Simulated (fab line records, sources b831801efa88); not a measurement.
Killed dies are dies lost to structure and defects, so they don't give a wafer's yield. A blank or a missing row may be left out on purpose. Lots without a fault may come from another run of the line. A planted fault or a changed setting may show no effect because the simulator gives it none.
Which tool did it? | flow sky130 | 10 lots, 30 wafers sampled, at 5 steps of a route of 708

WHAT THE GAUGES READ, wafer by wafer
SKY_VIA2_BOW_MEAS_03. Usual: VIA2_BOW 85 um, standard deviation 6.6.
lot  | measured     | on            | VIA2_BOW (um) | flag
L108 | day 35 16:02 | film_metro-02 | 88 76 89      |
L111 | day 36 04:45 | film_metro-04 | 82 83 86      |
L110 | day 36 05:34 | film_metro-02 | 80 77 81      |
L112 | day 36 12:10 | film_metro-03 | 83 87 83      |
L115 | day 37 10:37 | film_metro-03 | 80 70 77      |
L116 | day 37 19:44 | film_metro-03 | 84 81 78      |
L118 | day 38 10:19 | film_metro-03 | 87 78 90      |
L120 | day 39 01:58 | film_metro-02 | 92 81 86      |
L123 | day 39 22:24 | film_metro-03 | 95 79 87      |
L131 | day 41 21:12 | film_metro-04 | 82 86 74      |

SKY_VIA2_RS_MEAS_22: measures by four-point-probe. Usual: VIA2_W_RS 0.272 ohm/sq, standard deviation 0.0032.
lot  | measured     | on            | VIA2_W_RS (ohm/sq)                  | flag
L108 | day 36 18:22 | film_metro-02 | 0.274 0.270 0.275                   |
L111 | day 37 07:38 | film_metro-03 | 0.271 0.269 0.273                   |
L110 | day 37 07:55 | film_metro-04 | 0.273 0.270 0.267                   |
L112 | day 37 15:26 | film_metro-03 | 0.268 0.271 0.272                   |
L115 | day 38 13:09 | film_metro-04 | 0.275 0.273 0.273                   |
L116 | day 38 21:39 | film_metro-03 | 0.272 0.266 0.275                   |
L118 | day 39 12:28 | film_metro-04 | 0.272 0.272 0.269                   |
L120 | day 40 03:26 | film_metro-04 | 0.273 0.275 0.273                   |
L123 | day 41 00:33 | film_metro-03 | 0.237 0.240 0.239 0.237 0.240 0.238 | OFF
L131 | day 42 22:08 | film_metro-03 | 0.265 0.269 0.265                   |

SKY_VIA2_THK_MEAS_23: measures by xrf. Usual: VIA2_W_THK 439 nm, standard deviation 7.1.
lot  | measured     | on            | VIA2_W_THK (nm)         | flag
L108 | day 36 18:29 | film_metro-02 | 440 444 438             |
L111 | day 37 07:46 | film_metro-03 | 441 442 435             |
L110 | day 37 08:02 | film_metro-04 | 434 435 438             |
L112 | day 37 15:33 | film_metro-03 | 447 444 438             |
L115 | day 38 13:16 | film_metro-04 | 429 434 434             |
L116 | day 38 21:45 | film_metro-03 | 444 452 435             |
L118 | day 39 12:35 | film_metro-04 | 437 435 439             |
L120 | day 40 03:32 | film_metro-04 | 430 433 433             |
L123 | day 41 04:20 | film_metro-03 | 495 492 494 495 490 495 | OFF
L131 | day 42 22:16 | film_metro-03 | 457 449 459             |

WHICH TOOL RAN EACH LOT (tool, then ch and the chambers of the sampled wafers, then the start)
lot  | SKY_VIA2_STRIP_16                    | SKY_VIA2_CVD_21
L108 | plasma_asher-04 ch 0,1, day 36 17:27 | cvd_w-01 ch 0,1, day 36 18:14
L111 | plasma_asher-02 ch 0,1, day 37 06:25 | cvd_w-01 ch 0,1, day 37 07:31
L110 | plasma_asher-04 ch 0,1, day 37 07:03 | cvd_w-01 ch 0,1, day 37 07:47
L112 | plasma_asher-02 ch 0,1, day 37 14:25 | cvd_w-02 ch 1, day 37 15:13
L115 | plasma_asher-01 ch 0,1, day 38 12:21 | cvd_w-02 ch 1, day 38 13:00
L116 | plasma_asher-04 ch 0,1, day 38 20:51 | cvd_w-01 ch 0,1, day 38 21:31
L118 | plasma_asher-01 ch 0,1, day 39 11:41 | cvd_w-02 ch 0,1, day 39 12:20
L120 | plasma_asher-04 ch 0,1, day 40 02:36 | cvd_w-01 ch 0, day 40 03:17
L123 | plasma_asher-04 ch 0,1, day 40 23:46 | cvd_w-01 ch 0, day 41 00:25
L131 | plasma_asher-02 ch 0,1, day 42 21:21 | cvd_w-02 ch 0,1, day 42 22:01
- SKY_VIA2_STRIP_16: strips in O2/N2.
- SKY_VIA2_CVD_21: deposits W, target thk 420 nm, time 126.4 s.

WHAT THE TOOLS THEMSELVES READ (means of the sampled wafers that have a number; where no wafer has one, the mark that the record gives instead)
SKY_VIA2_STRIP_16. Usual: drypump_motor_current_A 5.90 A, standard deviation 0.26; o2_flow_sccm 2999 sccm, standard deviation 8.9; oes_product_au 0.399 a.u., standard deviation 0.0049; strip_time_to_endpoint_s 4.068 s, standard deviation 0.03.
lot  | tool            | drypump_motor_current_A (A) | o2_flow_sccm (sccm) | oes_product_au (a.u.) | strip_time_to_endpoint_s (s) | flag
L108 | plasma_asher-04 | 6.01                        | 2997                | 0.402                 | 4.084                        |
L111 | plasma_asher-02 | 5.81                        | 3014                | 0.399                 | 4.065                        |
L110 | plasma_asher-04 | 6.03                        | 3007                | 0.396                 | 4.040                        |
L112 | plasma_asher-02 | 5.81                        | 2992                | 0.406                 | 4.100                        |
L115 | plasma_asher-01 | 5.74                        | 2997                | 0.395                 | 4.057                        |
L116 | plasma_asher-04 | 6.02                        | 2993                | 0.400                 | 4.019                        |
L118 | plasma_asher-01 | 5.71                        | 3003                | 0.396                 | 4.052                        |
L120 | plasma_asher-04 | 6.01                        | 3000                | 0.400                 | 4.075                        |
L123 | plasma_asher-04 | 6.03                        | 3008                | 0.399                 | 4.048                        |
L131 | plasma_asher-02 | 6.11                        | 2991                | 0.403                 | 4.056                        |

SKY_VIA2_CVD_21. Usual: chamber_pressure_Torr 40.01 Torr, standard deviation 0.091; heater_power_w 869 W, standard deviation 69.
lot  | tool     | chamber_pressure_Torr (Torr) | heater_power_w (W) | flag
L108 | cvd_w-01 | 40.03                        | 886                |
L111 | cvd_w-01 | 40.16                        | 904                |
L110 | cvd_w-01 | 40.06                        | 880                |
L112 | cvd_w-02 | 40.01                        | 806                |
L115 | cvd_w-02 | 40.00                        | 827                |
L116 | cvd_w-01 | 40.10                        | 884                |
L118 | cvd_w-02 | 39.92                        | 828                |
L120 | cvd_w-01 | 39.86                        | 894                |
L123 | cvd_w-01 | 51.71                        | 894                | OFF
L131 | cvd_w-02 | 40.01                        | 801                |

THE ANSWER, worked out from the rows above alone
Rule: a lot is off if the mean of its wafers that have a number lies more than 3 standard deviations from the usual mean. A lot without any number at a reading at which 4 lots or more have one is off too. The other lots that the step has rows for count as sound. The gauges are gone through in route order, then the tools' own readings, and for those a lot's mean is taken as printed above. The first step at which some lot is off is used, and at that step the reading that is off furthest; a lot without a number counts as furthest.
Off: L123, at SKY_VIA2_RS_MEAS_22 (VIA2_W_RS).
A tool fits if, at a process step before that reading, it ran every lot that is off, and no sound lot after the first of them. The gauges at SKY_VIA2_RS_MEAS_22 aren't tried: what is off there is off at SKY_VIA2_CVD_21 too, on other tools, and a gauge's error can't cause that. Can't be told from this: 2 tools fit, plasma_asher-04 at SKY_VIA2_STRIP_16, cvd_w-01 at SKY_VIA2_CVD_21.

WHAT THE SIMULATOR HAD PUT IN
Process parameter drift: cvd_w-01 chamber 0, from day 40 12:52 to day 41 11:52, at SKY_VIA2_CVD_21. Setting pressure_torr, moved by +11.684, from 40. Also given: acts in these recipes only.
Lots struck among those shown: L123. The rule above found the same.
